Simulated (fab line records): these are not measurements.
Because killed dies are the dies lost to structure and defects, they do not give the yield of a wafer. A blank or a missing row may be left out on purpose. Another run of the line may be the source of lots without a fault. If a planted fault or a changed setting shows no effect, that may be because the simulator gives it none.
Split-lot study | flow gf180mcu | 23 wafers read from 5 lots, route of 602 steps

SPLIT DETAILS
At GF_CONTACT_CVD_00 (deposits SiO2, target thk 300 nm, time 50 s), the setting sih4 flow sccm was moved away from the recipe's 60 sccm on 5 of the 23 wafers read, by -10.6% to +4.9%. This setting was run at the recipe's value on the other wafers.

There is no step in the file separating the split from the reading.

THE READING
CONTACT_CVD_00_THK (nm), taken at GF_CONTACT_THK_MEAS_01. Fault-free wafers of this fab line usually give 299 nm, standard deviation 3.3 nm.

wafer  | tool, chamber at the split | sih4 flow sccm as run, sccm | against the recipe | CONTACT_CVD_00_THK, nm | against lot-mates on the recipe
L075.1 | hdpcvd-02, 2               | 60                          | recipe             | 290                    | -
L075.2 | hdpcvd-02, 1               | 53.66                       | -10.6%             | 267                    | -27
L075.3 | hdpcvd-02, 0               | 53.66                       | -10.6%             | 262                    | -32
L075.4 | hdpcvd-02, 2               | 60                          | recipe             | 296                    | -
L075.6 | hdpcvd-02, 1               | 60                          | recipe             | 297                    | -
L079.1 | hdpcvd-02, 0               | 60                          | recipe             | 296                    | -
L079.2 | hdpcvd-02, 2               | 60                          | recipe             | 301                    | -
L079.3 | hdpcvd-02, 1               | 60                          | recipe             | 299                    | -
L079.4 | hdpcvd-02, 2               | 60                          | recipe             | 300                    | -
L079.5 | hdpcvd-02, 0               | 60                          | recipe             | 296                    | -
L078.2 | hdpcvd-02, 0               | 60                          | recipe             | 297                    | -
L078.3 | hdpcvd-02, 2               | 60                          | recipe             | 298                    | -
L078.4 | hdpcvd-02, 0               | 60                          | recipe             | 295                    | -
L078.5 | hdpcvd-02, 1               | 60                          | recipe             | 296                    | -
L078.6 | hdpcvd-02, 2               | 60                          | recipe             | 300                    | -
L082.1 | hdpcvd-01, 1               | 60                          | recipe             | 306                    | -
L082.2 | hdpcvd-01, 0               | 62.94                       | +4.9%              | 316                    | +11
L082.3 | hdpcvd-01, 2               | 62.94                       | +4.9%              | 318                    | +13
L082.4 | hdpcvd-01, 0               | 60                          | recipe             | 304                    | -
L082.6 | hdpcvd-01, 1               | 62.94                       | +4.9%              | 320                    | +15
L085.2 | hdpcvd-02, 0               | 60                          | recipe             | 294                    | -
L085.3 | hdpcvd-02, 2               | 60                          | recipe             | 301                    | -
L085.4 | hdpcvd-02, 2               | 60                          | recipe             | 301                    | -

FIT RESULTS
A straight line over all 23 wafers: CONTACT_CVD_00_THK changes by +3.41 nm for each +1% of sih4 flow sccm; r = +0.96; the points scatter about the line by 3.7 nm.
The same after taking each lot's own level away (the mean of its wafers on the recipe; 23 wafers): +2.78 nm for each +1%; r = +0.97; scatter 2.4 nm.
On that fit, the largest move of sih4 flow sccm shifts the reading by 29 nm.
Measured against the standard deviation above, the lots' own levels, which go from 294.3 to 305.0 nm, span 3.2 times it.
So the lot-to-lot level changes the slope: the two fits differ.
Check: for one of the wafers moved furthest among these (-10.6%), held out of the fit, the line's prediction against its lot-mates is -30.9 nm. It came out at -27.3 nm against them.

FURTHER SPLITS ON THESE WAFERS
Note: prior to the reading, these wafers also went through further splits. Each is held against what the fit with the lots' levels taken away leaves over:
other split on the same wafers      | wafers away from the commonest value | r with CONTACT_CVD_00_THK (lot level and that fit taken away)
GF_HV_LDD_DEVELOP_18 develop time s | 6                                    | +0.00
GF_HV_LDD_COAT_41 resist thk nm     | 11                                   | +0.13
GF_HV_LDD_DEVELOP_45 develop time s | 10                                   | +0.00
GF_HV_LDD_CVD_56 temp c             | 10                                   | -0.06
GF_PSD_COAT_02 resist thk nm        | 6                                    | -0.18
GF_SAB_CVD_00 time s                | 8                                    | -0.16
GF_SAB_DEVELOP_08 dev temp c        | 8                                    | +0.00
GF_SAB_WET_ETCH_12 time s           | 15                                   | +0.03

THE WHOLE CHAIN: every reading that the file lists as answering this split, in the file's order
step                   | what it does                                | reading                                                                        | change (the file's fit)             | r (the file's)
GF_CONTACT_CVD_00      | deposits SiO2, target thk 300 nm, time 50 s | SiO2_of_CONTACT_CVD_00.thk nm (the simulator's own value, which no gauge read) | +2.8 nm for each +1% of the setting | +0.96
GF_CONTACT_THK_MEAS_01 |                                             | CONTACT_CVD_00_THK                                                             | +2.8 for each +1% of the setting    | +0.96

THE FILE'S OWN FIT
CONTACT_CVD_00_THK changes by +2.8 nm for each +1% of sih4 flow sccm, r = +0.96.
